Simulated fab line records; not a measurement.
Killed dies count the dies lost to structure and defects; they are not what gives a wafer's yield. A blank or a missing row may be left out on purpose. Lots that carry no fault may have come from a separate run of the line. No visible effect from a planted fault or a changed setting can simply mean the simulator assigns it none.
fab line records | flow sky130 | part 2 of 2: steps 29 to 41 of 41
record: lots: 5 | wafers: 15 | last-day: 49
route steps=708 shown VIA1@474 METAL2@483 VIA2@507
lots that met no fault: taken from a fault-free run of the same line
start-h: the number of hours between the record's first day and the start of the first shown wafer of the lot | wait-h: hours from the lot's prior step to this one | " same as the row above | L1.1+2: one row covering several wafers at once | - no value present, or no start provided | * or withheld: withheld | < > ~ a bound
route shown NAME@n: a module of which the file shows steps, and the number in the route of the first | usual: mean/standard deviation of fault-free wafers | same: alike in all rows | chamber/n: place in a boat | sites: per-site readings | _std_site: how widely they spread, as a standard deviation | _edge_site: the outer-site mean with the inner-site mean subtracted | radius-mm: for every site, how far away it sits from the centre of the wafer | mask NAME#n: copy n | behind: the last tool/chamber to shape the wafer | hold: reason for holding the lot/hours on hold/outcome of the hold | device: names the non-switching transistor (n, p or np) | end of line: the route-end tests of the same wafers | a step without rows: its recipe alone | killed: dies that structure and defects cost at the first sort, which is not the same as the wafer's yield | map: dies across one wafer; x = killed, . = not, _ = none there
set.NAME: the setting the step ran with; set.NAME@STEP: the setting that earlier step ran with | model.NAME: the simulator's own value behind a step, which no gauge read
lots at some steps of the route; a table a step, a row a wafer
services: when a tool's chamber went out of use (start-h, in hours from the record's first day, below 0 if earlier), for how many hours, and the reason
== steps ==
step: SKY_METAL2_METAL_ETCH_19
recipe: target-depth-a: 3600 | stop-on: SiO2 | over-etch-frac: 0.3 | time-s: 78 | chemistry: Cl2/BCl3 | resist-sidewall-deg: 88 | pressure-mtorr: 10 | icp-w: 900 | bias-w: 48.5 | Cl2_flow_sccm: 60 | bcl3-flow-sccm: 30
usual: drypump-motor-current-A: 5.7/0.44 | mfc-cl2-sccm: 60.02/0.21 | oes-product-au: 0.854/0.0057 | throttle-valve-pct: 22.262/0.011
same: over-etch-frac: 0.3
lot.wafer | tool         | chamber | start-h | wait-h | drypump-motor-current-A | mfc-cl2-sccm | oes-product-au | rf-hours-counter-h | throttle-valve-pct
L080.1    | rie-metal-03 | 0       | 874.97  | 0.0    | 6.5                     | 59.72        | 0.852          | 10                 | 22.265
L080.2    | "            | 1       | "       | "      | 5.4                     | 60.16        | 0.850          | 13                 | 22.253
L080.6    | "            | 0       | "       | "      | 6.5                     | 59.82        | 0.852          | -                  | 22.254
L081.1    | rie-metal-02 | 0       | 879.47  | 0.0    | 6.1                     | 60.27        | 0.859          | 10                 | 22.261
L081.2    | "            | 1       | "       | "      | 5.7                     | 59.43        | 0.846          | 1                  | 22.253
L081.4    | "            | 1       | "       | "      | 5.7                     | 59.92        | 0.851          | -                  | 22.246
L082.2    | rie-metal-02 | 1       | 899.46  | 0.0    | 5.7                     | 60.31        | 0.859          | 2                  | 22.259
L082.3    | "            | 0       | "       | "      | 6.1                     | 59.94        | 0.865          | -                  | 22.285
L082.6    | "            | 1       | "       | "      | 5.7                     | 60.11        | 0.851          | -                  | 22.273
L083.2    | rie-metal-03 | 1       | 923.70  | 0.1    | 5.3                     | 60.05        | 0.852          | -                  | 22.271
L083.3    | "            | 1       | "       | "      | 5.3                     | 59.72        | 0.861          | -                  | 22.234
L083.6    | "            | 1       | "       | "      | 5.3                     | 60.13        | 0.859          | -                  | 22.260
L094.1    | rie-metal-02 | 1       | 964.62  | 0.0    | 5.7                     | 60.05        | 0.856          | 4                  | 22.250
L094.3    | "            | 1       | "       | "      | 5.7                     | 60.15        | 0.851          | -                  | 22.265
L094.5    | "            | 0       | "       | "      | 6.0                     | 60.27        | 0.857          | -                  | 22.288
step: SKY_METAL2_STRIP_20
recipe: chemistry: O2/N2 | power-w: 1400 | pressure-mtorr: 1500 | platen-temp-c: withheld | o2-flow-sccm: 3000 | n2-flow-sccm: 300 | overash-fraction: 0.5
usual: drypump-motor-current-A: 5.9/0.42 | oes-product-au: 0.342/0.005 | strip-time-to-endpoint-s: 2.67/0.046
lot.wafer | tool            | chamber | start-h | wait-h | drypump-motor-current-A | oes-product-au | rf-hours-counter-h | strip-time-to-endpoint-s
L080.1    | plasma-asher-01 | 1       | 875.06  | 0.1    | 5.1                     | 0.338          | 79                 | 2.66
L080.2    | "               | 0       | "       | "      | 6.2                     | 0.339          | 79                 | 2.70
L080.6    | "               | 0       | "       | "      | 6.2                     | 0.339          | -                  | 2.63
L081.1    | plasma-asher-01 | 1       | 879.56  | 0.1    | 5.1                     | 0.335          | 80                 | 2.63
L081.2    | "               | 0       | "       | "      | 6.2                     | 0.339          | 80                 | 2.64
L081.4    | "               | 0       | "       | "      | 6.2                     | 0.343          | -                  | 2.64
L082.2    | plasma-asher-04 | 0       | 899.55  | 0.1    | 6.0                     | 0.338          | 38                 | 2.61
L082.3    | "               | 0       | "       | "      | 6.0                     | 0.344          | -                  | 2.60
L082.6    | "               | 0       | "       | "      | 6.0                     | 0.350          | -                  | 2.60
L083.2    | plasma-asher-04 | 1       | 923.85  | 0.1    | 6.1                     | 0.346          | 40                 | 2.73
L083.3    | "               | 0       | "       | "      | 6.0                     | 0.349          | -                  | 2.69
L083.6    | "               | 1       | "       | "      | 6.2                     | 0.350          | -                  | 2.68
L094.1    | plasma-asher-02 | 0       | 964.71  | 0.1    | 5.5                     | 0.337          | 112                | 2.66
L094.3    | "               | 0       | "       | "      | 5.6                     | 0.335          | -                  | 2.64
L094.5    | "               | 1       | "       | "      | 6.2                     | 0.352          | -                  | 2.76
step: SKY_METAL2_STRIP_21
recipe: chemistry: post-etch-residue-remover | time-s: 1200 | temp-c: 72.5
lot.wafer  | tool         | chamber | start-h | wait-h
L080.1+2+6 | wet-bench-01 | 0       | 875.16  | 0.1
L081.1+2+4 | wet-bench-01 | 1       | 879.66  | 0.1
L082.2+3+6 | wet-bench-01 | 2       | 899.65  | 0.1
L083.2+3+6 | wet-bench-04 | 3       | 923.95  | 0.1
L094.1+3+5 | wet-bench-04 | 0       | 964.81  | 0.1
step: SKY_METAL2_CLEAN_22
recipe: chemistry: IPA | time-s: 180 | temp-c: 25
lot.wafer  | tool         | chamber | start-h | wait-h
L080.1+2+6 | wet-bench-04 | 2       | 875.50  | 0.0
L081.1+2+4 | wet-bench-01 | 0       | 880.03  | 0.0
L082.2+3+6 | wet-bench-04 | 3       | 900.02  | 0.0
L083.2+3+6 | wet-bench-04 | 0       | 924.29  | 0.0
L094.1+3+5 | wet-bench-01 | 2       | 965.18  | 0.0
step: SKY_METAL2_CLEAN_23
recipe: chemistry: O3/DIW | dry: n2-spin
lot.wafer  | tool         | chamber | start-h | wait-h
L080.1+2+6 | wet-bench-01 | 1       | 875.56  | 0.0
L081.1+2+4 | wet-bench-01 | 2       | 880.10  | 0.0
L082.2+3+6 | wet-bench-01 | 1       | 900.08  | 0.0
L083.2+3+6 | wet-bench-04 | 0       | 924.35  | 0.0
L094.1+3+5 | wet-bench-04 | 0       | 965.25  | 0.0
step: SKY_VIA2_HDPCVD_00
recipe: material: SiO2 | target-thk-nm: 1180 | sigma-open-frac: 0.3 | time-s: 196.7 | temp-c: 400 | sih4-flow-sccm: 60 | pressure-mtorr: 6
lot.wafer  | tool      | chamber | start-h | wait-h
L080.1+2+6 | hdpcvd-01 | 0,1,0   | 875.65  | 0.0
L081.1+2+4 | hdpcvd-01 | 1,2,1   | 880.20  | 0.0
L082.2+3+6 | hdpcvd-02 | 1,0,2   | 900.17  | 0.0
L083.2+3+6 | hdpcvd-02 | 2,1,2   | 924.44  | 0.0
L094.1+3+5 | hdpcvd-02 | 0,1,2   | 965.35  | 0.0
step: SKY_VIA2_THK_MEAS_01
recipe: reads: SiO2_of_VIA2_HDPCVD_00
usual: VIA2_HDPCVD_THK: 1176/13
lot.wafer | tool          | chamber | start-h | wait-h | VIA2_HDPCVD_THK[nm]
L080.1    | film-metro-03 | -       | 875.78  | 0.1    | 1186
L080.2    | "             | -       | "       | "      | 1182
L080.6    | "             | -       | "       | "      | 1180
L081.1    | film-metro-02 | -       | 880.32  | 0.1    | 1200
L081.2    | "             | -       | "       | "      | 1171
L081.4    | "             | -       | "       | "      | 1188
L082.2    | film-metro-03 | -       | 900.31  | 0.1    | 1173
L082.3    | "             | -       | "       | "      | 1182
L082.6    | "             | -       | "       | "      | 1181
L083.2    | film-metro-04 | -       | 924.57  | 0.1    | 1166
L083.3    | "             | -       | "       | "      | 1158
L083.6    | "             | -       | "       | "      | 1176
L094.1    | film-metro-03 | -       | 965.47  | 0.1    | 1182
L094.3    | "             | -       | "       | "      | 1164
L094.5    | "             | -       | "       | "      | 1170
step: SKY_VIA2_CMP_02
recipe: material: SiO2 | down-force-psi: 4 | platen-rpm: 60 | pad-velocity-m-s: 0.94248
usual: head-pressure-psi: 4.000/0.0085 | motor-current-A: 12.0/1.1
lot.wafer | tool   | chamber | start-h | wait-h | head-pressure-psi | motor-current-A
L080.2    | cmp-02 | 2       | 875.89  | 0.1    | 4.003             | 10.8
L080.1    | "      | 3       | "       | "      | 4.018             | 13.7
L080.6    | "      | 1       | "       | "      | 3.992             | 10.6
L081.4    | cmp-02 | 3       | 880.38  | 0.0    | 4.000             | 13.3
L081.2    | "      | 1       | "       | "      | 3.999             | 10.1
L081.1    | "      | 2       | "       | "      | 4.008             | 11.6
L082.3    | cmp-02 | 2       | 900.39  | 0.1    | 3.992             | 11.0
L082.2    | "      | 0       | "       | "      | 3.995             | 13.3
L082.6    | "      | 3       | "       | "      | 3.998             | 13.7
L083.3    | cmp-01 | 1       | 924.67  | 0.1    | 3.992             | 12.7
L083.2    | "      | 2       | "       | "      | 3.986             | 12.9
L083.6    | "      | 1       | "       | "      | 4.004             | 13.0
L094.1    | cmp-02 | 0       | 965.53  | 0.1    | 3.981             | 12.4
L094.3    | "      | 2       | "       | "      | 3.996             | 11.2
L094.5    | "      | 1       | "       | "      | 4.001             | 10.9
step: SKY_VIA2_BOW_MEAS_03
recipe: mode: bow
usual: VIA2_BOW: 85/6.8
lot.wafer | tool          | chamber | start-h | wait-h | VIA2_BOW[um]
L080.1    | film-metro-02 | -       | 876.14  | 0.1    | 86
L080.2    | "             | -       | "       | "      | 80
L080.6    | "             | -       | "       | "      | 88
L081.1    | film-metro-04 | -       | 880.68  | 0.1    | 93
L081.2    | "             | -       | "       | "      | 77
L081.4    | "             | -       | "       | "      | 81
L082.2    | film-metro-02 | -       | 900.71  | 0.2    | 78
L082.3    | "             | -       | "       | "      | 90
L082.6    | "             | -       | "       | "      | 82
L083.2    | film-metro-02 | -       | 924.94  | 0.2    | 89
L083.3    | "             | -       | "       | "      | 93
L083.6    | "             | -       | "       | "      | 88
L094.1    | film-metro-02 | -       | 965.83  | 0.2    | 92
L094.3    | "             | -       | "       | "      | 88
L094.5    | "             | -       | "       | "      | 86
step: SKY_VIA2_DEHYDRATE_04
recipe: temp-c: 200 | time-s: 60
lot.wafer  | tool           | chamber | start-h | wait-h
L080.1+2+6 | litho-track-01 | 0       | 888.11  | 12.0
L081.1+2+4 | litho-track-01 | 0       | 893.01  | 12.3
L082.2+3+6 | litho-track-03 | 0       | 911.54  | 10.8
L083.2+3+6 | litho-track-03 | 0       | 935.64  | 10.7
L094.1+3+5 | litho-track-01 | 0       | 977.81  | 12.0
step: SKY_VIA2_HMDS_05
recipe: prime-time-s: 60 | prime-temp-c: 120
lot.wafer  | tool           | chamber | start-h | wait-h
L080.1+2+6 | litho-track-01 | 0       | 888.26  | 0.1
L081.1+2+4 | litho-track-01 | 0       | 893.16  | 0.1
L082.2+3+6 | litho-track-03 | 0       | 911.69  | 0.1
L083.2+3+6 | litho-track-03 | 0       | 935.79  | 0.1
L094.1+3+5 | litho-track-01 | 0       | 977.96  | 0.1
step: SKY_VIA2_COAT_06
recipe: resist: BARC | temp-c: withheld | time-s: withheld | spin-rpm: 3000 | resist-thk-nm: 60
lot.wafer  | tool           | chamber | start-h | wait-h
L080.1+2+6 | litho-track-01 | 0       | 888.41  | 0.1
L081.1+2+4 | litho-track-01 | 0       | 893.31  | 0.1
L082.2+3+6 | litho-track-03 | 0       | 911.84  | 0.1
L083.2+3+6 | litho-track-03 | 0       | 935.94  | 0.1
L094.1+3+5 | litho-track-01 | 0       | 978.11  | 0.1
step: SKY_VIA2_COAT_07
recipe: resist: KrF-thick | spin-rpm: 3000 | resist-thk-nm: 450
lot.wafer  | tool           | chamber | start-h | wait-h
L080.1+2+6 | litho-track-01 | 0       | -       | -
L081.1+2+4 | litho-track-01 | 0       | -       | -
L082.2+3+6 | litho-track-03 | 0       | -       | -
L083.2+3+6 | litho-track-03 | 0       | -       | -
L094.1+3+5 | litho-track-01 | 0       | -       | -
== services ==
tool            | chamber | start-h | hours | kind
pvd-sputter-01  | -       | 824.08  | 4.1   | repair
rie-metal-03    | -       | 825.76  | 15.6  | pm
hdpcvd-02       | 1       | 826.56  | 9.7   | repair
plasma-asher-01 | -       | 827.13  | 2.8   | pm
rie-metal-03    | -       | 843.83  | 0.2   | repair
pvd-sputter-01  | -       | 856.58  | 1.7   | repair
krf-scanner-02  | -       | 863.98  | 4.0   | pm
cmp-02          | -       | 868.03  | 1.3   | repair
cmp-01          | -       | 869.91  | 0.9   | repair
pvd-sputter-03  | -       | 884.55  | 2.8   | repair
krf-scanner-02  | -       | 888.98  | 0.8   | pm
hdpcvd-02       | -       | 891.84  | 1.9   | repair
pvd-sputter-01  | -       | 897.77  | 110.0 | repair
plasma-asher-04 | -       | 900.55  | 1.9   | repair
rie-metal-03    | 0       | 901.08  | 28.6  | repair
cvd-w-02        | -       | 904.00  | 14.0  | pm
krf-scanner-02  | -       | 908.88  | 1.3   | pm
cmp-02          | -       | 912.00  | 4.0   | pm
cmp-02          | -       | 919.46  | 5.2   | repair
pvd-sputter-03  | -       | 920.64  | 3.4   | repair
rie-metal-02    | 1       | 923.38  | 7.8   | repair
pvd-sputter-03  | -       | 933.30  | 1.5   | repair
rie-metal-02    | 1       | 942.95  | 4.0   | repair
pvd-sputter-04  | -       | 963.24  | 1.5   | repair
